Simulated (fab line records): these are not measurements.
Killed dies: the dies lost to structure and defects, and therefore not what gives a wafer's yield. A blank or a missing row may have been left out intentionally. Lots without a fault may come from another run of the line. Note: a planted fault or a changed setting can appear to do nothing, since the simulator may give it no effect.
A struck lot beside a sound one | flow gf180mcu | 14 steps out of a route of 602
Sound: these wafers, L379.1, L379.4, L379.5. Wafers L388.2, L388.3, L388.5 were the ones struck. At the end, the cause is stated.
For every step that has rows: the tool of each side, followed by ch and its chambers, followed by its first start. Under that, the readings that differ: sound wafers | struck wafers | difference of the means | sigmas: that difference in standard deviations of wafers without a fault.
alike: same words and numbers on both sides, and readings whose means sit less than 2 such deviations apart. not compared: any withheld reading, any reading some wafer has no value for, any bound like >300 that may hide the same value, and any number with overlapping values for which the record gives no deviation.
Wherever a step has rows on one side only, a row that says differs or no value, or a row with sigmas, the two part there. When numbers do not overlap yet have no deviation, they are printed without sigmas and do not part them. A reading that every wafer of one side lacks parts them only if that side has two wafers or more.

GF_V5_CMP_26: polishes, stops on SiO2, t overpolish 15 s, target thk 0 nm.
  sound on cmp-01 ch 2,3, day 28 13:04; struck on cmp-01 ch 0,2,3, day 31 02:22
  reading                | sound    | struck   | difference | sigmas
  time-to-endpoint-s (s) | 82 81 80 | 90 88 89 | +8         | +2
  alike: edge-zone-pressure-frac, motor-current-A, overpolish-run-s
then, 1 step without rows for these wafers: GF_TOP_METAL_SPUTTER_00 (material Ti, target thk 37.5 nm, time 150 s).
GF_TOP_METAL_SPUTTER_01: material TiN, target thk 30 nm, time 25 s.
  sound on pvd-sputter-01 at day 28 13:25; struck on pvd-sputter-04 at day 31 02:43
  alike: throttle-valve-pct
GF_TOP_METAL_SPUTTER_02: material AlCu, target thk 900 nm, time 47.82 s.
  sound on pvd-sputter-01 at day 28 13:26; struck on pvd-sputter-04 at day 31 02:44
  alike: throttle-valve-pct
GF_TOP_METAL_SPUTTER_03: material Ti, target thk 5 nm, time 3.3 s.
  sound on pvd-sputter-01 at day 28 13:29; struck on pvd-sputter-04 at day 31 02:47
  alike: throttle-valve-pct
GF_TOP_METAL_SPUTTER_04: material TiN, target thk 25 nm, time 20.8 s.
  sound on pvd-sputter-01 at day 28 13:30; struck on pvd-sputter-04 at day 31 02:48
  alike: throttle-valve-pct
GF_TOP_METAL_RS_MEAS_05: measurement is done with a four-point probe.
  sound on film-metro-02 at day 28 13:32; struck on film-metro-02 at day 31 02:51
  alike: TOP_METAL_ALCU_RS
GF_TOP_METAL_THK_MEAS_06: measures by xrf.
  sound on film-metro-02 at day 28 13:39; struck on film-metro-02 at day 31 02:58
  alike: TOP_METAL_ALCU_THK
then, 4 steps without rows for these wafers: GF_TOP_METAL_DEHYDRATE_07 (time 60 s); GF_TOP_METAL_HMDS_08 (prime time 60 s); GF_TOP_METAL_COAT_09 (resist thk 1500 nm); GF_TOP_METAL_SOFTBAKE_10 (time 60 s).
GF_TOP_METAL_EXPOSE_11: exposes mask MetalTop, target cd 440 nm.
  struck on iline-stepper-02, day 31 11:28; sound on iline-stepper-01 ch 0, day 28 23:28
  no value came back on the struck wafers for exposure-dose-mJ-cm2, focus-offset-nm (nm); on the sound wafers exposure-dose-mJ-cm2 reads 169.72 169.76 169.79
  alike: mask
after that, 1 step had no rows for these wafers: GF_TOP_METAL_PEB_12.

## WHERE THEY PART
Earliest at GF_V5_CMP_26; latest, in this record, at GF_TOP_METAL_EXPOSE_11.

WHY: what had been put in by the simulator
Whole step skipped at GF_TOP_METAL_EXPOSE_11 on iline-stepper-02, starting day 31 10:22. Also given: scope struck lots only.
